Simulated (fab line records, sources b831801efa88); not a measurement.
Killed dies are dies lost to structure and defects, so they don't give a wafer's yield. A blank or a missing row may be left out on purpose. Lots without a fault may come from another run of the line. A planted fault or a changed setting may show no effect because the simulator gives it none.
Which tool did it? | flow sky130 | 12 lots, 36 wafers sampled, at 2 steps of a route of 708

WHAT THE GAUGES READ, wafer by wafer
SKY_CONTACT_THK_MEAS_01.
lot  | measured     | on            | CONTACT_CVD_00_THK (nm)
L075 | day 28 05:44 | film_metro-01 | 73.6 75.1 74.4
L077 | day 28 07:55 | film_metro-03 | 75.3 74.0 74.8
L080 | day 29 06:52 | film_metro-01 | 73.3 72.4 73.6
L081 | day 29 22:19 | film_metro-01 | 73.0 74.8 75.3
L084 | day 30 10:05 | film_metro-01 | 74.0 74.3 74.1
L085 | day 30 19:49 | film_metro-04 | 75.2 74.5 75.3
L087 | day 31 11:31 | film_metro-03 | 74.3 73.6 75.1
L089 | day 32 01:41 | film_metro-03 | 74.1 74.4 74.9
L091 | day 32 20:53 | film_metro-03 | 75.4 74.6 76.6
L092 | day 40 19:21 | film_metro-01 | 74.4 74.7 74.2
L095 | day 40 22:01 | film_metro-03 | 74.3 74.1 74.7
L097 | day 41 00:56 | film_metro-04 | 73.2 73.4 73.7

WHICH TOOL RAN EACH LOT (tool, then ch and the chambers of the sampled wafers, then the start)
lot  | SKY_LI_CONTACT_ETCH_14
L075 | rie_diel-02 ch 0,2, day 26 21:43
L077 | rie_diel-02 ch 0,2,3, day 26 23:56
L080 | rie_diel-01 ch 0,3, day 28 00:29
L081 | rie_diel-04 ch 0,3, day 28 15:16
L084 | rie_diel-04 ch 0,2,3, day 29 03:05
L085 | rie_diel-04 ch 1,2,3, day 29 12:59
L087 | rie_diel-01 ch 1,2,3, day 30 03:58
L089 | rie_diel-02 ch 2,3, day 30 18:44
L091 | rie_diel-01 ch 1,2,3, day 31 14:44
L092 | rie_diel-01 ch 0,2,3, day 39 16:11
L095 | rie_diel-02 ch 0,1,2, day 39 18:35
L097 | rie_diel-04 ch 0,2,3, day 39 21:37
- SKY_LI_CONTACT_ETCH_14: etches BARC in N2/H2, stops on SiO2, time 45.9 s, target depth 60 nm.

THE ANSWER, worked out from the rows above alone
Rule: what is usual is taken from the lots themselves. Put in order of their means at a reading, lots are off if they are a third of the lots or fewer, leave a main group of 4 or more, and stand apart from it by a gap of 3 or more times the standard deviation of the main group's means; of several such gaps the widest counts. A main group whose means are all the same, to the digits that the tables above print for the reading, isn't used. A lot without any number at a reading at which 4 lots or more have one is off too. The other lots that the step has rows for count as sound.
No lot is off at any reading shown: from this, nothing can be told.

WHAT THE SIMULATOR HAD PUT IN
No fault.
